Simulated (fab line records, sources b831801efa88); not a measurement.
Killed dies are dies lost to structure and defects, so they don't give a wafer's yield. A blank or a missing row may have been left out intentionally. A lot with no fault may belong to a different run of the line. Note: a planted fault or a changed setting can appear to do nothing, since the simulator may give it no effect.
Which tool is to blame? ; flow sky130 ; route of 708 steps, sampled at 1 step: 11 lots, 33 wafers

WHAT EACH GAUGE READ, for each wafer
SKY_METAL1_OVL_MEAS_16.
lot;measured;on;METAL1_OVL (nm)
L745;day 33 09:07;overlay-02;-3 -1 -9
L746;day 33 17:31;overlay-02;1 3 -4
L747;day 34 04:15;overlay-02;-8 -9 -3
L748;day 34 08:37;overlay-02;-10 -11 -9
L751;day 35 02:43;overlay-01;-14 -8 -14
L752;day 35 17:25;overlay-01;8 8 0
L758;day 37 15:42;overlay-02;1 -4 2
L762;day 39 00:17;overlay-01;7 7 -1
L764;day 39 12:29;overlay-01;3 2 -3
L765;day 39 19:07;overlay-01;2 -2 -1
L766;day 40 03:43;overlay-01;3 4 -3

TOOL THAT RAN EACH LOT (tool first, then ch and the chambers of the sampled wafers, then the start)
No process step before these readings appears in the record.

THE ANSWER, worked out from the rows above alone
Rule: the usual values come from the lots themselves. Put in order of their means at a reading, lots are off if they are a third of the lots or fewer, leave a main group of 4 or more, and stand apart from it by a gap of 3 or more times the standard deviation of the main group's means; of several such gaps the widest counts. The tables above print the reading to a certain number of digits; a main group whose means all agree to those digits is not used. A lot without any number at a reading at which 4 lots or more have one is off too. The other lots that the step has rows for count as sound.
None of the lots is off at any reading shown; this tells nothing.

WHAT WAS PUT IN BY THE SIMULATOR
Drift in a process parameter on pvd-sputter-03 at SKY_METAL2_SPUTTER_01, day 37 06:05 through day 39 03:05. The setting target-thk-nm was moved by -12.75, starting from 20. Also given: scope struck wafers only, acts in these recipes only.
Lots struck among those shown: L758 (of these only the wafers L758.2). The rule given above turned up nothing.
